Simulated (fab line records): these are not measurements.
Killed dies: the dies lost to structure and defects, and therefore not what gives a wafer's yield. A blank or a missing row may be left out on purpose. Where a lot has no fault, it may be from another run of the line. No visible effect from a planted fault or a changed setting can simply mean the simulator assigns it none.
What tool caused it?    flow gf180mcu    at 1 step of a route of 602, 13 lots with 39 wafers sampled

== WHAT THE GAUGES SHOWED, per wafer ==
GF_CONTACT_THK_MEAS_03.
lot   measured      on             CONTACT_CVD_02_THK (nm)
L168  day 15 18:14  film metro-01  840 868 855
L169  day 15 21:10  film metro-03  859 874 881
L170  day 16 12:02  film metro-01  859 850 848
L173  day 17 04:59  film metro-03  849 873 865
L175  day 18 03:26  film metro-03  867 867 872
L176  day 18 07:21  film metro-01  873 868 882
L178  day 19 03:14  film metro-03  848 870 852
L184  day 21 02:54  film metro-04  853 857 854
L185  day 21 16:53  film metro-03  851 858 863
L186  day 21 23:49  film metro-04  859 873 879
L187  day 22 05:10  film metro-01  853 856 863
L188  day 22 12:20  film metro-04  840 862 854
L189  day 22 21:53  film metro-03  867 858 864

== EACH LOT AND THE TOOL THAT RAN IT (in order: tool; ch and the chambers of the sampled wafers; start) ==
Record: no process step prior to these readings.

== WHAT THE TOOLS THEMSELVES READ (means of the sampled wafers that have a number; where no wafer has one, the mark that the record gives instead) ==
The record holds no such reading with a usual standard deviation.

== THE ANSWER, worked out from the rows above alone ==
Rule: the usual values come from the lots themselves. Put in order of their means at a reading, lots are off if they are a third of the lots or fewer, leave a main group of 4 or more, and stand apart from it by a gap of 3 or more times the standard deviation of the main group's means; of several such gaps the widest counts. A main group is skipped when, at the precision printed for the reading in the tables above, its means are all equal. Also off: a lot with no number at a reading for which 4 or more lots have one. The other lots that the step has rows for count as sound. Order of review: gauges by route order, followed by the tools' own readings, for which a lot's mean as printed above is used. At the first step where some lot is off, the reading lying furthest off is the one used; lots without a number count as furthest.
None of the lots is off at any reading shown; this tells nothing.

== WHAT WAS PUT IN BY THE SIMULATOR ==
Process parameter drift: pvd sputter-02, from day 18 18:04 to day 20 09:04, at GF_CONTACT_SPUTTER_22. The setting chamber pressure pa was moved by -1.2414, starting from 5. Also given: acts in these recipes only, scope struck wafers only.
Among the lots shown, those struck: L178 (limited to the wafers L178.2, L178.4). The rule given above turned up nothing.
